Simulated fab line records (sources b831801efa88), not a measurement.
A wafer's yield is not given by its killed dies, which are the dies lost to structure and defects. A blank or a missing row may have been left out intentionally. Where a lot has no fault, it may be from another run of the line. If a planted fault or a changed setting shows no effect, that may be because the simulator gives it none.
fab line records	flow sky130
[record] lots = 13	wafers = 39	last-day = 50
route steps=708 shown VT_ADJUST_LVTN@104 VT_ADJUST_HVTR@141 SONOS_TUNNEL@156 PAD_OPEN@708
lots untouched by any fault: they come from a run of this same line in which no faults occurred
start-h: hours from the record's opening day to when the first of the lot's shown wafers began	wait-h: time in hours since the lot's previous step	" identical to the entry in the row above	L1.1+2: a row that stands for several wafers	- either no value or no given start	* or withheld: withheld	< > ~ a bound
route shown NAME@n: a module of which the file shows steps, and the number in the route of the first	usual: mean/standard deviation of fault-free wafers	same: alike in all rows	chamber/n: place in a boat	sites: the reading at each site	_std_site: standard deviation of those values	_edge_site: the outer-site mean with the inner-site mean subtracted	radius-mm: how far each site lies from the wafer's centre	mask NAME#n: copy n	behind: the tool/chamber that last shaped the wafer	hold: what put the lot on hold/how long, in hours/how the hold closed	device: names the non-switching transistor (n, p or np)	end of line: at the end of the route, the tests of the same wafers	step lacking rows: just its recipe	killed: not the wafer's yield, but the dies lost to structure and defects at the first sort	map: the dies of a wafer, with x for killed, . for not killed, _ for no die there
set.NAME: setting as actually run; set.NAME@STEP: the setting as run at that earlier step	model.NAME: the simulator's own value behind a step, which no gauge read
one table for each step of the route and one row for each wafer, over a sample of lots
services: a tool's chamber out of use, with start hour (start-h, from the record's first day; less than 0 if before it), hours out, and reason
[[steps]]
[step SKY_VT_ADJUST_LVTN_OVL_MEAS_07]
[usual] VT_ADJUST_LVTN_OVL = 2.0/1.4
lot.wafer	tool	chamber	start-h	wait-h	VT_ADJUST_LVTN_OVL[nm]
L700.1	overlay-01	-	151.22	-	4.7
L700.2	"	-	"	"	3.9
L700.4	"	-	"	"	3.0
L703.1	overlay-01	-	164.02	-	2.3
L703.5	"	-	"	"	2.6
L703.6	"	-	"	"	2.3
L705.1	overlay-02	-	179.83	-	1.7
L705.2	"	-	"	"	4.2
L705.5	"	-	"	"	3.4
L706.2	overlay-02	-	184.32	-	3.0
L706.4	"	-	"	"	3.3
L706.6	"	-	"	"	3.6
L707.1	overlay-02	-	193.17	-	2.7
L707.4	"	-	"	"	-0.3
L707.6	"	-	"	"	-0.6
L708.4	overlay-02	-	200.00	-	2.3
L708.5	"	-	"	"	1.1
L708.6	"	-	"	"	1.2
L711.2	overlay-01	-	217.74	-	2.0
L711.4	"	-	"	"	0.5
L711.6	"	-	"	"	0.7
L715.1	overlay-02	-	242.86	-	2.4
L715.4	"	-	"	"	2.9
L715.6	"	-	"	"	2.6
L717.1	overlay-02	-	253.88	-	1.3
L717.3	"	-	"	"	1.1
L717.4	"	-	"	"	1.0
L718.2	overlay-01	-	259.39	-	0.1
L718.5	"	-	"	"	1.4
L718.6	"	-	"	"	-0.7
L719.1	overlay-01	-	266.42	-	0.8
L719.4	"	-	"	"	2.5
L719.6	"	-	"	"	1.8
L720.1	overlay-02	-	275.66	-	1.0
L720.2	"	-	"	"	-0.1
L720.5	"	-	"	"	1.4
L721.2	overlay-02	-	285.14	-	-0.1
L721.4	"	-	"	"	-0.6
L721.5	"	-	"	"	-0.2
[step SKY_VT_ADJUST_LVTN_OVL_MEAS_18]
[usual] VT_ADJUST_LVTN_01_OVL = 0.4/1.6
lot.wafer	tool	chamber	start-h	wait-h	VT_ADJUST_LVTN_01_OVL[nm]
L700.1	overlay-01	-	171.46	0.1	-1.0
L700.2	"	-	"	"	-1.1
L700.4	"	-	"	"	-1.4
L703.1	overlay-01	-	184.28	0.1	0.9
L703.5	"	-	"	"	-0.1
L703.6	"	-	"	"	1.7
L705.1	overlay-01	-	199.51	0.1	-1.0
L705.2	"	-	"	"	-1.0
L705.5	"	-	"	"	-2.0
L706.2	overlay-01	-	204.42	0.1	-3.6
L706.4	"	-	"	"	-0.3
L706.6	"	-	"	"	-0.3
L707.1	overlay-02	-	214.83	0.1	-1.0
L707.4	"	-	"	"	-0.2
L707.6	"	-	"	"	0.9
L708.4	overlay-02	-	221.93	0.1	1.4
L708.5	"	-	"	"	0.4
L708.6	"	-	"	"	1.3
L711.2	overlay-01	-	239.77	0.1	0.9
L711.4	"	-	"	"	0.9
L711.6	"	-	"	"	1.9
L715.1	overlay-02	-	265.58	0.1	1.4
L715.4	"	-	"	"	3.1
L715.6	"	-	"	"	0.7
L717.1	overlay-02	-	276.52	0.1	-1.1
L717.3	"	-	"	"	-0.2
L717.4	"	-	"	"	-2.4
L718.2	overlay-02	-	283.34	0.1	1.5
L718.5	"	-	"	"	3.0
L718.6	"	-	"	"	3.7
L719.1	overlay-02	-	291.98	0.1	2.4
L719.4	"	-	"	"	3.1
L719.6	"	-	"	"	2.6
L720.1	overlay-01	-	301.38	0.1	1.3
L720.2	"	-	"	"	1.0
L720.5	"	-	"	"	2.7
L721.2	overlay-02	-	311.34	0.1	2.6
L721.4	"	-	"	"	1.0
L721.5	"	-	"	"	1.7
[step SKY_VT_ADJUST_HVTR_STRIP_10]
[recipe] chemistry = O2/N2	power-w = 1400	pressure-mtorr = 1500	platen-temp-c = withheld	o2-flow-sccm = 3000	n2-flow-sccm = 300	overash-fraction = 0.5
[usual] drypump-motor-current-A = 5.7/0.5	oes-product-au = 0.716/0.0045	strip-time-to-endpoint-s = 14.19/0.036
lot.wafer	tool	chamber	start-h	wait-h	drypump-motor-current-A	oes-product-au	rf-hours-counter-h	strip-time-to-endpoint-s
L700.1	plasma-asher-02	0	212.92	0.1	5.1	0.714	50	14.19
L700.2	"	1	"	"	6.4	0.726	50	14.15
L700.4	"	0	"	"	5.1	0.715	-	14.12
L703.1	plasma-asher-04	1	226.97	0.1	5.7	0.714	55	14.20
L703.5	"	1	"	"	5.8	0.719	-	14.17
L703.6	"	0	"	"	5.9	0.714	-	14.17
L705.1	plasma-asher-02	1	244.96	0.1	6.4	0.719	53	14.24
L705.2	"	0	"	"	5.1	0.713	53	14.22
L705.5	"	1	"	"	6.4	0.717	-	14.23
L706.2	plasma-asher-01	0	250.37	0.1	6.1	0.715	44	14.21
L706.4	"	1	"	"	5.2	0.711	-	14.20
L706.6	"	0	"	"	6.1	0.722	-	14.20
L707.1	plasma-asher-02	0	261.49	0.1	5.1	0.723	55	14.16
L707.4	"	1	"	"	6.4	0.707	-	14.19
L707.6	"	1	"	"	6.5	0.719	-	14.15
L708.4	plasma-asher-01	1	268.67	0.1	5.2	0.719	-	14.21
L708.5	"	1	"	"	5.2	0.709	-	14.20
L708.6	"	0	"	"	6.2	0.717	-	14.23
L711.2	plasma-asher-04	1	287.51	0.1	5.7	0.709	60	14.20
L711.4	"	0	"	"	5.9	0.709	-	14.20
L711.6	"	1	"	"	5.7	0.715	-	14.21
L715.1	plasma-asher-02	1	316.72	0.1	6.4	0.711	60	14.15
L715.4	"	1	"	"	6.4	0.712	-	14.19
L715.6	"	1	"	"	6.4	0.724	-	14.14
L717.1	plasma-asher-01	1	329.76	0.1	5.2	0.723	50	14.23
L717.3	"	1	"	"	5.2	0.721	-	14.24
L717.4	"	0	"	"	6.1	0.719	-	14.26
L718.2	plasma-asher-02	1	336.56	0.1	6.4	0.717	62	14.18
L718.5	"	1	"	"	6.4	0.718	-	14.20
L718.6	"	0	"	"	5.1	0.721	-	14.19
L719.1	plasma-asher-04	0	345.64	0.1	5.9	0.714	66	14.18
L719.4	"	1	"	"	5.7	0.714	-	14.18
L719.6	"	0	"	"	5.9	0.717	-	14.13
L720.1	plasma-asher-02	1	355.41	0.1	6.4	0.718	64	14.18
L720.2	"	0	"	"	5.1	0.718	64	14.19
L720.5	"	1	"	"	6.5	0.713	-	14.23
L721.2	plasma-asher-04	1	366.79	0.1	5.7	0.712	68	14.17
L721.4	"	1	"	"	5.7	0.715	-	14.11
L721.5	"	1	"	"	5.7	0.713	-	14.16
[step SKY_SONOS_TUNNEL_COAT_02]
[recipe] resist = NOVOLAK	spin-rpm = 3000	resist-thk-nm = 1140
[usual] spin-speed-rpm = 3000.1/2
lot.wafer	tool	chamber	start-h	wait-h	spin-speed-rpm
L700.1	litho-track-04	0	247.42	0.1	3000.3
L700.2	"	0	"	"	3000.8
L700.4	"	0	"	"	3000.5
L703.1	litho-track-02	0	261.83	0.1	3003.9
L703.5	"	0	"	"	2998.7
L703.6	"	0	"	"	3000.8
L705.1	litho-track-03	0	280.06	0.1	3000.0
L705.2	"	0	"	"	2998.0
L705.5	"	0	"	"	3002.3
L706.2	litho-track-04	0	286.19	0.1	2922.3
L706.4	"	0	"	"	2924.3
L706.6	"	0	"	"	2925.6
L707.1	litho-track-04	0	298.12	0.1	2920.1
L707.4	"	0	"	"	2922.4
L707.6	"	0	"	"	2924.1
L708.4	litho-track-04	0	306.79	0.1	2919.6
L708.5	"	0	"	"	2923.4
L708.6	"	0	"	"	2923.2
L711.2	litho-track-03	0	327.23	0.1	3000.6
L711.4	"	0	"	"	2997.8
L711.6	"	0	"	"	2998.8
L715.1	litho-track-03	0	358.01	0.1	3004.8
L715.4	"	0	"	"	3001.7
L715.6	"	0	"	"	2999.2
L717.1	litho-track-04	0	371.27	0.1	3000.4
L717.3	"	0	"	"	3002.8
L717.4	"	0	"	"	3000.0
L718.2	litho-track-03	0	379.08	0.1	3000.3
L718.5	"	0	"	"	3005.8
L718.6	"	0	"	"	3000.9
L719.1	litho-track-04	0	388.22	0.1	3000.9
L719.4	"	0	"	"	3002.2
L719.6	"	0	"	"	3001.1
L720.1	litho-track-03	0	398.91	0.1	3000.1
L720.2	"	0	"	"	2998.4
L720.5	"	0	"	"	3001.6
L721.2	litho-track-02	0	410.25	0.1	2999.2
L721.4	"	0	"	"	2997.2
L721.5	"	0	"	"	3001.5
[step SKY_PAD_OPEN_PROBE_99]
[usual] killed_at_M0_to_M3 = 42/6.8	killed_at_M4_up = 3.2/1.8	killed-at-contacts = 25/5.4	killed-at-front-end = 15/4.5	killed-at-other = 0.3/0.56	killed-dies = 85/9.7	killed-open = 46/7.1	killed-short = 39/6.5
[same] gross-dies = 492	killed-at-back-side = 0
lot.wafer	tool	chamber	start-h	wait-h	killed_at_M0_to_M3	killed_at_M4_up	killed-at-contacts	killed-at-front-end	killed-at-other	killed-dies	killed-open	killed-short
L700.1	prober-02	-	1084.68	0.1	40	2	11	12	0	65	35	30
L700.2	prober-02	-	1084.73	0.1	43	2	17	7	1	70	40	30
L700.4	prober-02	-	1084.83	0.2	42	5	17	11	0	75	37	38
L703.1	prober-01	-	1098.78	0.1	34	8	22	21	0	85	41	44
L703.5	prober-01	-	1098.98	0.2	28	2	20	15	0	65	31	33
L703.6	prober-01	-	1099.03	0.2	54	2	18	13	0	87	42	45
L705.1	prober-01	-	1109.32	0.1	43	1	22	8	0	74	40	34
L705.2	prober-01	-	1109.37	0.1	31	4	24	14	1	74	42	32
L705.5	prober-01	-	1109.52	0.2	48	3	20	6	0	77	44	33
L706.2	prober-02	-	1117.73	0.1	51	8	31	15	0	105	60	45
L706.4	prober-02	-	1117.83	0.2	47	3	23	5	0	78	40	38
L706.6	prober-02	-	1117.93	0.2	47	7	27	12	0	93	54	39
L707.1	prober-01	-	1123.48	0.1	45	3	19	21	0	88	46	42
L707.4	prober-01	-	1123.63	0.2	48	1	20	8	0	77	37	40
L707.6	prober-01	-	1123.73	0.2	33	4	23	26	1	87	39	48
L708.4	prober-02	-	1134.84	0.2	37	5	27	11	0	80	47	33
L708.5	prober-02	-	1134.89	0.2	29	4	26	18	1	78	45	33
L708.6	prober-02	-	1134.94	0.2	55	2	32	18	1	108	60	48
L711.2	prober-01	-	1143.14	0.1	37	3	36	17	0	93	59	34
L711.4	prober-01	-	1143.24	0.2	29	3	31	17	0	80	39	41
L711.6	prober-01	-	1143.34	0.2	41	2	22	18	0	83	45	38
L715.1	prober-01	-	1171.53	0.1	34	2	31	20	0	87	53	33
L715.4	prober-01	-	1171.68	0.2	31	3	25	13	0	72	35	34
L715.6	prober-01	-	1171.78	0.2	41	2	37	13	0	93	53	39
L717.1	prober-01	-	1174.28	0.1	49	1	20	13	0	83	40	43
L717.3	prober-01	-	1174.38	0.2	41	4	19	24	0	88	43	45
L717.4	prober-01	-	1174.43	0.2	43	2	38	26	0	109	55	54
L718.2	prober-01	-	1176.28	0.1	39	0	16	11	0	66	42	24
L718.5	prober-01	-	1176.43	0.2	35	2	17	16	0	70	39	30
L718.6	prober-01	-	1176.48	0.2	46	0	31	16	0	93	57	36
L719.1	prober-01	-	1181.42	0.1	42	1	25	17	0	85	49	36
L719.4	prober-01	-	1181.57	0.2	28	3	23	9	1	64	39	25
L719.6	prober-01	-	1181.67	0.2	32	2	21	11	0	66	27	39
L720.1	prober-02	-	1190.62	0.1	38	2	21	10	0	71	40	31
L720.2	prober-02	-	1190.67	0.1	47	2	29	12	1	91	35	56
L720.5	prober-02	-	1190.82	0.2	40	6	15	22	2	85	45	40
L721.2	prober-02	-	1198.09	0.1	34	3	30	26	0	93	50	43
L721.4	prober-02	-	1198.19	0.2	44	0	28	13	0	85	51	34
L721.5	prober-02	-	1198.24	0.2	42	1	27	18	0	88	46	42
// killed by level:class
L700.1 VIA3:geometric-particle:open=10 VIA1:geometric-particle:open=9 METAL1:geometric-particle:short=8 FIELD_ISO:geometric-particle:short=6 LI_CONTACT:geometric-particle:open=5 VIA2:geometric-particle:open=4 POLY_GATE:geometric-particle:short=3 CONTACT:geometric-particle:open=3
L700.2 VIA1:geometric-particle:open=8 VIA2:geometric-particle:open=7 VIA1:geometric-particle:short=6 CONTACT:geometric-particle:open=5 CONTACT:geometric-particle:short=5 VIA3:geometric-particle:open=5 LI_CONTACT:geometric-particle:open=4 VIA3:geometric-particle:short=4
L700.4 VIA1:geometric-particle:open=8 VIA2:geometric-particle:open=6 CONTACT:geometric-particle:open=5 METAL2:geometric-particle:short=5 VIA3:geometric-particle:open=5 LI_CONTACT:geometric-particle:open=4 LOCAL_INTERCONNECT:geometric-particle:short=4 METAL1:geometric-particle:short=4
L703.1 FIELD_ISO:geometric-particle:open=11 LI_CONTACT:geometric-particle:open=6 VIA1:geometric-particle:open=6 CONTACT:geometric-particle:open=5 METAL1:geometric-particle:short=5 METAL4:geometric-particle:short=5 VIA2:geometric-particle:open=5 FIELD_ISO:geometric-particle:short=4
L703.5 VIA1:geometric-particle:open=10 CONTACT:geometric-particle:open=7 METAL2:geometric-particle:short=6 LOCAL_INTERCONNECT:geometric-particle:short=5 FIELD_ISO:geometric-particle:open=4 POLY_GATE:geometric-particle:open=3 LI_CONTACT:geometric-particle:short=3 CONTACT:geometric-particle:short=3
L703.6 METAL2:geometric-particle:short=10 VIA2:geometric-particle:open=9 VIA3:geometric-particle:open=9 VIA1:geometric-particle:open=8 FIELD_ISO:geometric-particle:short=5 LI_CONTACT:geometric-particle:open=5 CONTACT:geometric-particle:short=5 METAL3:geometric-particle:short=4
L705.1 VIA3:geometric-particle:open=14 VIA1:geometric-particle:open=10 CONTACT:geometric-particle:open=8 CONTACT:geometric-particle:short=6 LI_CONTACT:geometric-particle:open=6 VIA2:geometric-particle:short=6 POLY_GATE:geometric-particle:short=5 METAL2:geometric-particle:short=5
L705.2 CONTACT:geometric-particle:open=13 LI_CONTACT:geometric-particle:open=6 VIA1:geometric-particle:short=6 POLY_GATE:geometric-particle:short=5 VIA1:geometric-particle:open=5 FIELD_ISO:geometric-particle:open=4 VIA2:geometric-particle:open=4 VIA3:geometric-particle:open=4
L705.5 VIA1:geometric-particle:open=9 METAL2:geometric-particle:short=8 VIA3:geometric-particle:open=8 CONTACT:geometric-particle:open=7 LI_CONTACT:geometric-particle:open=5 METAL1:geometric-particle:short=5 VIA2:geometric-particle:short=4 VIA2:geometric-particle:open=4
L706.2 VIA1:geometric-particle:open=12 VIA3:geometric-particle:open=12 CONTACT:geometric-particle:open=10 LI_CONTACT:geometric-particle:short=8 LI_CONTACT:geometric-particle:open=7 VIA2:geometric-particle:open=6 METAL1:geometric-particle:short=5 METAL4:geometric-particle:short=5
L706.4 VIA2:geometric-particle:open=9 LI_CONTACT:geometric-particle:open=8 METAL2:geometric-particle:short=8 VIA3:geometric-particle:open=6 CONTACT:geometric-particle:open=6 VIA1:geometric-particle:open=6 LI_CONTACT:geometric-particle:short=4 METAL1:geometric-particle:short=4
L706.6 CONTACT:geometric-particle:open=12 VIA1:geometric-particle:open=12 VIA1:geometric-particle:short=6 METAL2:geometric-particle:short=5 LOCAL_INTERCONNECT:geometric-particle:short=5 METAL1:geometric-particle:short=5 VIA3:geometric-particle:open=5 VIA2:geometric-particle:open=5
L707.1 VIA1:geometric-particle:open=12 VIA1:geometric-particle:short=7 LI_CONTACT:geometric-particle:open=7 VIA2:geometric-particle:open=7 FIELD_ISO:geometric-particle:open=5 FIELD_ISO:geometric-particle:short=5 CONTACT:geometric-particle:open=5 METAL1:geometric-particle:short=5
L707.4 METAL2:geometric-particle:short=11 VIA1:geometric-particle:open=9 CONTACT:geometric-particle:open=8 LI_CONTACT:geometric-particle:open=6 VIA2:geometric-particle:open=6 CONTACT:geometric-particle:short=4 METAL1:geometric-particle:short=4 VIA1:geometric-particle:short=4
L707.6 VIA1:geometric-particle:open=10 POLY_GATE:geometric-particle:short=9 LI_CONTACT:geometric-particle:open=7 VIA1:geometric-particle:short=6 LOCAL_INTERCONNECT:geometric-particle:short=5 CONTACT:geometric-particle:short=5 CONTACT:geometric-particle:open=5 POLY_GATE:geometric-particle:open=4
L708.4 CONTACT:geometric-particle:open=11 VIA1:geometric-particle:open=11 LI_CONTACT:geometric-particle:open=10 VIA1:geometric-particle:short=8 POLY_GATE:geometric-particle:open=4 METAL3:geometric-particle:short=4 METAL1:geometric-particle:short=3 VIA2:geometric-particle:short=3
L708.5 CONTACT:geometric-particle:open=12 POLY_GATE:geometric-particle:open=8 VIA1:geometric-particle:open=7 FIELD_ISO:geometric-particle:short=6 LI_CONTACT:geometric-particle:open=5 CONTACT:geometric-particle:short=4 VIA2:geometric-particle:short=4 VIA2:geometric-particle:open=4
L708.6 CONTACT:geometric-particle:open=15 VIA1:geometric-particle:open=12 LI_CONTACT:geometric-particle:open=8 METAL1:geometric-particle:short=8 VIA2:geometric-particle:open=7 METAL2:geometric-particle:short=5 POLY_GATE:geometric-particle:open=5 POLY_GATE:geometric-particle:short=5
L711.2 CONTACT:geometric-particle:open=16 LI_CONTACT:geometric-particle:open=10 VIA3:geometric-particle:open=10 VIA1:geometric-particle:open=7 POLY_GATE:geometric-particle:short=6 POLY_GATE:geometric-particle:open=5 METAL1:geometric-particle:short=5 LOCAL_INTERCONNECT:geometric-particle:short=5
L711.4 CONTACT:geometric-particle:open=9 LI_CONTACT:geometric-particle:open=7 CONTACT:geometric-particle:short=7 LOCAL_INTERCONNECT:geometric-particle:short=6 VIA3:geometric-particle:open=6 VIA1:geometric-particle:open=5 FIELD_ISO:geometric-particle:short=4 METAL1:geometric-particle:short=4
L711.6 VIA3:geometric-particle:open=11 CONTACT:geometric-particle:open=10 FIELD_ISO:geometric-particle:short=6 VIA2:geometric-particle:open=6 METAL3:geometric-particle:short=6 FIELD_ISO:geometric-particle:open=5 METAL1:geometric-particle:short=5 VIA1:geometric-particle:open=4
L715.1 CONTACT:geometric-particle:open=15 VIA3:geometric-particle:open=8 VIA1:geometric-particle:open=8 POLY_GATE:geometric-particle:short=7 LI_CONTACT:geometric-particle:open=6 METAL1:geometric-particle:short=6 CONTACT:geometric-particle:short=5 VIA2:geometric-particle:open=5
L715.4 CONTACT:geometric-particle:open=9 VIA1:geometric-particle:open=8 METAL2:geometric-particle:short=7 LI_CONTACT:geometric-particle:open=6 POLY_GATE:geometric-particle:short=5 LOCAL_INTERCONNECT:geometric-particle:short=4 METAL3:geometric-particle:short=4 CONTACT:geometric-particle:short=3
L715.6 VIA1:geometric-particle:open=13 CONTACT:geometric-particle:open=13 CONTACT:geometric-particle:short=13 LI_CONTACT:geometric-particle:open=7 METAL2:geometric-particle:short=7 VIA3:geometric-particle:open=7 FIELD_ISO:geometric-particle:open=4 POLY_GATE:geometric-particle:open=3
L717.1 CONTACT:geometric-particle:open=10 VIA3:geometric-particle:open=9 METAL1:geometric-particle:short=8 VIA1:geometric-particle:open=8 METAL2:geometric-particle:short=6 FIELD_ISO:geometric-particle:short=5 LOCAL_INTERCONNECT:geometric-particle:short=5 METAL3:geometric-particle:short=5
L717.3 FIELD_ISO:geometric-particle:short=9 CONTACT:geometric-particle:open=8 VIA1:geometric-particle:open=8 LI_CONTACT:geometric-particle:open=6 METAL1:geometric-particle:short=6 VIA2:geometric-particle:open=6 POLY_GATE:geometric-particle:short=5 VIA1:geometric-particle:short=5
L717.4 CONTACT:geometric-particle:open=13 LOCAL_INTERCONNECT:geometric-particle:short=9 VIA1:geometric-particle:open=9 FIELD_ISO:geometric-particle:short=8 FIELD_ISO:geometric-particle:open=8 LI_CONTACT:geometric-particle:open=8 CONTACT:geometric-particle:short=7 VIA2:geometric-particle:open=7
L718.2 VIA1:geometric-particle:open=9 LI_CONTACT:geometric-particle:open=7 VIA2:geometric-particle:open=7 CONTACT:geometric-particle:open=5 FIELD_ISO:geometric-particle:short=4 POLY_GATE:geometric-particle:open=4 VIA1:geometric-particle:short=4 METAL2:geometric-particle:short=4
L718.5 CONTACT:geometric-particle:open=7 VIA1:geometric-particle:open=7 VIA2:geometric-particle:open=6 VIA3:geometric-particle:open=6 FIELD_ISO:geometric-particle:short=5 METAL2:geometric-particle:short=5 LI_CONTACT:geometric-particle:open=4 LOCAL_INTERCONNECT:geometric-particle:short=4
L718.6 VIA1:geometric-particle:open=14 CONTACT:geometric-particle:open=12 VIA2:geometric-particle:open=8 LI_CONTACT:geometric-particle:open=7 VIA3:geometric-particle:open=6 LOCAL_INTERCONNECT:geometric-particle:short=5 FIELD_ISO:geometric-particle:short=4 FIELD_ISO:geometric-particle:open=4
L719.1 CONTACT:geometric-particle:open=12 VIA1:geometric-particle:open=12 LI_CONTACT:geometric-particle:open=7 FIELD_ISO:geometric-particle:short=6 VIA3:geometric-particle:open=6 METAL2:geometric-particle:short=6 VIA1:geometric-particle:short=5 VIA2:geometric-particle:open=5
L719.4 CONTACT:geometric-particle:open=8 VIA1:geometric-particle:open=7 LI_CONTACT:geometric-particle:open=6 LI_CONTACT:geometric-particle:short=4 METAL1:geometric-particle:short=4 VIA2:geometric-particle:open=4 LOCAL_INTERCONNECT:geometric-particle:short=3 METAL2:geometric-particle:short=3
L719.6 METAL1:geometric-particle:short=10 CONTACT:geometric-particle:open=9 LI_CONTACT:geometric-particle:open=5 VIA1:geometric-particle:open=5 VIA2:geometric-particle:short=4 POLY_CUT:geometric-particle:short=3 METAL2:geometric-particle:short=3 LOCAL_INTERCONNECT:geometric-particle:short=3
L720.1 VIA1:geometric-particle:open=10 METAL1:geometric-particle:short=10 FIELD_ISO:geometric-particle:open=7 LI_CONTACT:geometric-particle:open=7 CONTACT:geometric-particle:open=7 VIA3:geometric-particle:open=5 VIA1:geometric-particle:short=4 METAL2:geometric-particle:short=3
L720.2 LI_CONTACT:geometric-particle:open=8 VIA3:geometric-particle:short=8 METAL2:geometric-particle:short=7 CONTACT:geometric-particle:open=7 CONTACT:geometric-particle:short=6 VIA1:geometric-particle:short=6 LOCAL_INTERCONNECT:geometric-particle:short=5 METAL1:geometric-particle:short=5
L720.5 POLY_GATE:geometric-particle:open=9 VIA3:geometric-particle:open=9 VIA1:geometric-particle:open=7 VIA1:geometric-particle:short=7 CONTACT:geometric-particle:open=6 FIELD_ISO:geometric-particle:open=5 METAL1:geometric-particle:short=5 METAL4:geometric-particle:short=5
L721.2 FIELD_ISO:geometric-particle:short=10 VIA1:geometric-particle:open=9 CONTACT:geometric-particle:open=9 LI_CONTACT:geometric-particle:open=7 FIELD_ISO:geometric-particle:open=6 METAL2:geometric-particle:short=6 CONTACT:geometric-particle:short=5 VIA3:geometric-particle:open=5
L721.4 VIA1:geometric-particle:open=13 LI_CONTACT:geometric-particle:open=12 VIA2:geometric-particle:open=7 LOCAL_INTERCONNECT:geometric-particle:short=6 CONTACT:geometric-particle:open=6 FIELD_ISO:geometric-particle:short=5 VIA3:geometric-particle:open=5 FIELD_ISO:geometric-particle:open=4
L721.5 VIA1:geometric-particle:open=12 FIELD_ISO:geometric-particle:open=7 LI_CONTACT:geometric-particle:open=7 LI_CONTACT:geometric-particle:short=6 METAL2:geometric-particle:short=5 LOCAL_INTERCONNECT:geometric-particle:short=5 CONTACT:geometric-particle:open=5 METAL1:geometric-particle:short=5
[[services]]
tool	chamber	start-h	hours	kind
plasma-asher-02	-	204.79	2.6	repair
plasma-asher-01	-	226.73	4.3	pm
plasma-asher-04	-	241.92	9.0	repair
litho-track-03	-	255.81	-	consumable-replace:filter
plasma-asher-02	-	262.18	0.8	repair
plasma-asher-01	-	274.47	4.6	repair
plasma-asher-01	-	291.46	4.9	repair
plasma-asher-04	-	304.45	1.4	repair
litho-track-04	-	306.37	-	consumable-replace:filter
plasma-asher-04	-	321.44	1.1	repair
plasma-asher-02	-	351.98	2.8	pm
litho-track-02	-	362.63	-	consumable-replace:filter
[[key]]
[first-sign] step = SKY_SONOS_TUNNEL_COAT_02	reading = spin-speed-rpm	direction = down	sigmas = 39	usual = 3000.1	struck = 2922.8
effect none on later readings
met-at SKY_SONOS_TUNNEL_COAT_02
struck-lots L706,L707,L708
tester-left-out L706,L707,L708
not-acting-at SKY_VT_ADJUST_LVTN_OVL_MEAS_07,SKY_VT_ADJUST_LVTN_OVL_MEAS_18,SKY_VT_ADJUST_HVTR_STRIP_10
onset-between 247.42 286.19
[fault] kind = process-parameter-drift	tool = litho-track-04	chamber = -	onset-h = 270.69	steps = SKY_SONOS_TUNNEL_COAT_02	channel = spin-rpm	offset = -75.567	shape = step	end-h = 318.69	acts-in = these-recipes-only	stated = 3000
// tester-left-out: of these lots the tester's yield and bins aren't shown, on N5 and GAA mostly nor the transistor test; their killed dies are dies lost to structure and defects alone, not to doping, threshold or leakage, so they don't give the yield
